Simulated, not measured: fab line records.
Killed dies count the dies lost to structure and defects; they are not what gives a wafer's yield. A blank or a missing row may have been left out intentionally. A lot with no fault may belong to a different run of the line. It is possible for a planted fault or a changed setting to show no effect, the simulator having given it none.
What tool caused it? || flow sky130 || 13 lots with 39 wafers sampled at 4 steps, on a route of 708 steps

## WHAT THE GAUGES READ, wafer by wafer
SKY_GATE_OXIDE_THK_MEAS_02. Usual: GATE_OXIDE_OXIDATION_00_THK typically reads 10.30 nm, with standard deviation 0.17.
{"lot": "L678", "measured": "day 12 10:43", "on": "film-metro-01", "GATE_OXIDE_OXIDATION_00_THK (nm)": "10.22 9.91 10.00", "flag": ""}
{"lot": "L679", "measured": "day 12 22:15", "on": "film-metro-02", "GATE_OXIDE_OXIDATION_00_THK (nm)": "10.29 10.50 10.34", "flag": ""}
{"lot": "L680", "measured": "day 13 06:58", "on": "film-metro-02", "GATE_OXIDE_OXIDATION_00_THK (nm)": "10.38 10.30 10.42", "flag": ""}
{"lot": "L682", "measured": "day 14 00:13", "on": "film-metro-01", "GATE_OXIDE_OXIDATION_00_THK (nm)": "10.31 10.45 10.40", "flag": ""}
{"lot": "L685", "measured": "day 15 01:29", "on": "film-metro-04", "GATE_OXIDE_OXIDATION_00_THK (nm)": "7.58 7.46 7.60", "flag": "OFF"}
{"lot": "L686", "measured": "day 15 04:05", "on": "film-metro-01", "GATE_OXIDE_OXIDATION_00_THK (nm)": "7.45 7.49 7.60", "flag": "OFF"}
{"lot": "L691", "measured": "day 16 22:55", "on": "film-metro-04", "GATE_OXIDE_OXIDATION_00_THK (nm)": "10.20 10.06 10.23", "flag": ""}
{"lot": "L695", "measured": "day 18 10:31", "on": "film-metro-01", "GATE_OXIDE_OXIDATION_00_THK (nm)": "10.16 10.21 10.28", "flag": ""}
{"lot": "L697", "measured": "day 18 22:34", "on": "film-metro-01", "GATE_OXIDE_OXIDATION_00_THK (nm)": "10.15 10.34 10.03", "flag": ""}
{"lot": "L698", "measured": "day 19 08:37", "on": "film-metro-01", "GATE_OXIDE_OXIDATION_00_THK (nm)": "10.34 10.25 10.40", "flag": ""}
{"lot": "L700", "measured": "day 20 04:10", "on": "film-metro-02", "GATE_OXIDE_OXIDATION_00_THK (nm)": "10.27 10.20 10.31", "flag": ""}
{"lot": "L699", "measured": "day 20 05:34", "on": "film-metro-04", "GATE_OXIDE_OXIDATION_00_THK (nm)": "10.40 10.39 10.52", "flag": ""}
{"lot": "L701", "measured": "day 20 17:44", "on": "film-metro-04", "GATE_OXIDE_OXIDATION_00_THK (nm)": "10.31 10.50 10.45", "flag": ""}

SKY_LDD_P_OVL_MEAS_08. Usual: LDD_P_OVL typically reads -1.3 nm, with standard deviation 1.6.
{"lot": "L678", "measured": "day 18 13:03", "on": "overlay-01", "LDD_P_OVL (nm)": "-1.6 -3.1 -2.7", "flag": ""}
{"lot": "L679", "measured": "day 19 01:28", "on": "overlay-02", "LDD_P_OVL (nm)": "-0.9 -1.2 -0.4", "flag": ""}
{"lot": "L680", "measured": "day 19 16:21", "on": "overlay-01", "LDD_P_OVL (nm)": "1.5 2.3 1.1", "flag": ""}
{"lot": "L682", "measured": "day 20 12:23", "on": "overlay-02", "LDD_P_OVL (nm)": "-0.5 -1.9 -0.1", "flag": ""}
{"lot": "L685", "measured": "day 21 16:04", "on": "overlay-01", "LDD_P_OVL (nm)": "-1.8 -1.4 -0.5", "flag": ""}
{"lot": "L686", "measured": "day 21 18:02", "on": "overlay-02", "LDD_P_OVL (nm)": "1.0 0.0 -0.9", "flag": ""}
{"lot": "L691", "measured": "day 23 14:48", "on": "overlay-01", "LDD_P_OVL (nm)": "-1.0 -1.2 -1.6", "flag": ""}
{"lot": "L695", "measured": "day 25 04:50", "on": "overlay-01", "LDD_P_OVL (nm)": "1.5 0.6 1.4", "flag": ""}
{"lot": "L697", "measured": "day 25 14:42", "on": "overlay-01", "LDD_P_OVL (nm)": "0.5 -0.3 0.5", "flag": ""}
{"lot": "L698", "measured": "day 26 01:35", "on": "overlay-01", "LDD_P_OVL (nm)": "-3.2 -2.5 -5.0", "flag": ""}
{"lot": "L700", "measured": "day 26 15:36", "on": "overlay-02", "LDD_P_OVL (nm)": "-2.4 -0.6 -2.3", "flag": ""}
{"lot": "L699", "measured": "day 26 17:22", "on": "overlay-02", "LDD_P_OVL (nm)": "1.0 -2.2 0.3", "flag": ""}
{"lot": "L701", "measured": "day 27 08:21", "on": "overlay-01", "LDD_P_OVL (nm)": "0.4 0.7 -1.0", "flag": ""}

SKY_SD_P_TW_MEAS_11. Usual: SD_P_TW typically reads 2800, with standard deviation 26.
{"lot": "L678", "measured": "day 25 00:14", "on": "film-metro-02", "SD_P_TW": "2781 2780 2777", "flag": ""}
{"lot": "L679", "measured": "day 25 11:14", "on": "film-metro-01", "SD_P_TW": "2766 2756 2776", "flag": ""}
{"lot": "L680", "measured": "day 26 01:49", "on": "film-metro-01", "SD_P_TW": "2776 2781 2790", "flag": ""}
{"lot": "L682", "measured": "day 26 20:29", "on": "film-metro-01", "SD_P_TW": "2782 2781 2778", "flag": ""}
{"lot": "L685", "measured": "day 27 22:25", "on": "film-metro-03", "SD_P_TW": "2842 2856 2843", "flag": ""}
{"lot": "L686", "measured": "day 28 00:15", "on": "film-metro-02", "SD_P_TW": "2786 2796 2773", "flag": ""}
{"lot": "L691", "measured": "day 29 16:31", "on": "film-metro-02", "SD_P_TW": "2805 2808 2809", "flag": ""}
{"lot": "L695", "measured": "day 31 08:05", "on": "film-metro-01", "SD_P_TW": "2785 2791 2766", "flag": ""}
{"lot": "L697", "measured": "day 31 15:45", "on": "film-metro-03", "SD_P_TW": "2851 2846 2839", "flag": ""}
{"lot": "L698", "measured": "day 32 05:42", "on": "film-metro-02", "SD_P_TW": "2797 2782 2797", "flag": ""}
{"lot": "L700", "measured": "day 32 14:12", "on": "film-metro-01", "SD_P_TW": "2788 2763 2764", "flag": ""}
{"lot": "L699", "measured": "day 32 18:24", "on": "film-metro-01", "SD_P_TW": "2758 2783 2766", "flag": ""}
{"lot": "L701", "measured": "day 33 06:05", "on": "film-metro-02", "SD_P_TW": "2812 2806 2798", "flag": ""}

## WHAT TOOL EACH LOT RAN ON (gives the tool, then ch and the chambers of the sampled wafers, and finally the start)
{"lot": "L678", "SKY_GATE_OXIDE_OXIDATION_01": "furnace-01 ch 0, day 12 09:18"}
{"lot": "L679", "SKY_GATE_OXIDE_OXIDATION_01": "furnace-01 ch 0, day 12 20:50"}
{"lot": "L680", "SKY_GATE_OXIDE_OXIDATION_01": "furnace-01 ch 0, day 13 05:32"}
{"lot": "L682", "SKY_GATE_OXIDE_OXIDATION_01": "furnace-02 ch 0, day 13 22:47"}
{"lot": "L685", "SKY_GATE_OXIDE_OXIDATION_01": "furnace-01 ch 0, day 15 00:05"}
{"lot": "L686", "SKY_GATE_OXIDE_OXIDATION_01": "furnace-01 ch 0, day 15 02:40"}
{"lot": "L691", "SKY_GATE_OXIDE_OXIDATION_01": "furnace-02 ch 0, day 16 21:29"}
{"lot": "L695", "SKY_GATE_OXIDE_OXIDATION_01": "furnace-02 ch 0, day 18 09:06"}
{"lot": "L697", "SKY_GATE_OXIDE_OXIDATION_01": "furnace-01 ch 0, day 18 21:09"}
{"lot": "L698", "SKY_GATE_OXIDE_OXIDATION_01": "furnace-01 ch 0, day 19 07:12"}
{"lot": "L700", "SKY_GATE_OXIDE_OXIDATION_01": "furnace-01 ch 0, day 20 02:45"}
{"lot": "L699", "SKY_GATE_OXIDE_OXIDATION_01": "furnace-01 ch 0, day 20 04:10"}
{"lot": "L701", "SKY_GATE_OXIDE_OXIDATION_01": "furnace-01 ch 0, day 20 16:19"}
- SKY_GATE_OXIDE_OXIDATION_01: stabilise 600 s, purge 300 s, target thk 10.268 nm.

## WHAT THE TOOLS THEMSELVES READ (means of the sampled wafers that have a number; where no wafer has one, the mark that the record gives instead)
SKY_GATE_OXIDE_OXIDATION_01. Usual: spike-tc-upper-C 898.8 C, standard deviation 1.1; zone-power-top-pct 33.7 %, standard deviation 0.78.
{"lot": "L678", "tool": "furnace-01", "spike-tc-upper-C (C)": 899.3, "zone-power-top-pct (%)": 32.9, "flag": ""}
{"lot": "L679", "tool": "furnace-01", "spike-tc-upper-C (C)": 899.9, "zone-power-top-pct (%)": 33.5, "flag": ""}
{"lot": "L680", "tool": "furnace-01", "spike-tc-upper-C (C)": 899.0, "zone-power-top-pct (%)": 33.1, "flag": ""}
{"lot": "L682", "tool": "furnace-02", "spike-tc-upper-C (C)": 897.6, "zone-power-top-pct (%)": 34.7, "flag": ""}
{"lot": "L685", "tool": "furnace-01", "spike-tc-upper-C (C)": 898.9, "zone-power-top-pct (%)": 32.8, "flag": ""}
{"lot": "L686", "tool": "furnace-01", "spike-tc-upper-C (C)": 898.9, "zone-power-top-pct (%)": 33.2, "flag": ""}
{"lot": "L691", "tool": "furnace-02", "spike-tc-upper-C (C)": 898.1, "zone-power-top-pct (%)": 34.7, "flag": ""}
{"lot": "L695", "tool": "furnace-02", "spike-tc-upper-C (C)": 898.2, "zone-power-top-pct (%)": 34.5, "flag": ""}
{"lot": "L697", "tool": "furnace-01", "spike-tc-upper-C (C)": 898.9, "zone-power-top-pct (%)": 33.3, "flag": ""}
{"lot": "L698", "tool": "furnace-01", "spike-tc-upper-C (C)": 899.0, "zone-power-top-pct (%)": 33.1, "flag": ""}
{"lot": "L700", "tool": "furnace-01", "spike-tc-upper-C (C)": 899.6, "zone-power-top-pct (%)": 33.0, "flag": ""}
{"lot": "L699", "tool": "furnace-01", "spike-tc-upper-C (C)": 899.8, "zone-power-top-pct (%)": 33.6, "flag": ""}
{"lot": "L701", "tool": "furnace-01", "spike-tc-upper-C (C)": 900.1, "zone-power-top-pct (%)": 33.0, "flag": ""}

## THE ANSWER, worked out from the rows above alone
Rule: a lot is off if the mean of its wafers that have a number lies more than 3 standard deviations from the usual mean. A lot without any number at a reading at which 4 lots or more have one is off too. Any other lot the step has rows for is counted as sound. The gauges are gone through in route order, then the tools' own readings, and for those a lot's mean is taken as printed above. The first step at which some lot is off is used, and at that step the reading that is off furthest; a lot without a number counts as furthest.
Off: at SKY_GATE_OXIDE_THK_MEAS_02 (GATE_OXIDE_OXIDATION_00_THK), L685, L686.
If a tool, at a process step before that reading, ran all the lots that are off and no sound lot after the first of them, it fits. Gauges at SKY_GATE_OXIDE_THK_MEAS_02: tried the same way as those tools. None of those tried fits.

## WHAT WAS PUT IN BY THE SIMULATOR
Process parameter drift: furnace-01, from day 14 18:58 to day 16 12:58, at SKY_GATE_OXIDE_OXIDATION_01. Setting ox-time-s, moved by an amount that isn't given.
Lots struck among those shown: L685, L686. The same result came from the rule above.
